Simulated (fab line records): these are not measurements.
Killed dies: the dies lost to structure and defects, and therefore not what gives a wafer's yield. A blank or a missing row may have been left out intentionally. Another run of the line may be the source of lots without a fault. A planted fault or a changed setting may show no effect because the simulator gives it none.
Chamber matching	flow sky130	cmp-02 running SKY_LI_CONTACT_CMP_02: 4 sister chambers
The step polishes PSG. 4 wafers are shown with their chamber, then 8 later ones without.

== WAFERS PAIRED WITH THEIR CHAMBERS ==
wafer	chamber	motor_current_A (A)
L380.2	3	12.4
L381.5	1	11.1
L381.6	0	13.2
L389.1	2	11.8

== WAFERS WITHOUT THEIR CHAMBER ==
wafer	motor_current_A (A)
L389.2	11.5
L389.5	11.5
L390.1	11.6
L390.2	11.0
L390.3	13.4
L392.2	11.0
L392.3	13.5
L392.6	11.9

== EACH ONE'S CHAMBER ==
wafer	from the rows above	in truth
L389.2	can't be placed: 2 or 1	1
L389.5	can't be placed: 2 or 1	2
L390.1	can't be placed: 2 or 1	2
L390.2	1	1
L390.3	0	0
L392.2	1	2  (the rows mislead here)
L392.3	0	0
L392.6	can't be placed: 2 or 3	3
Correctly placed: 3 of 8. Not placeable from these rows: 4 (in 4, the candidates include the true chamber). Placed wrongly: 1.
How it was worked out, from the rows above alone: a wafer's distance from a chamber is the root of the sum, over the readings, of the square of ((its reading less the chamber's mean) divided by the reading's scatter). The wafer belongs to the nearest chamber; if the next one is less than 2 further off, it can't be placed. A chamber's mean is the mean of its shown wafers. The scatter: root of mean squared gap, hidden wafer to nearest shown wafer, with one shown wafer a chamber.
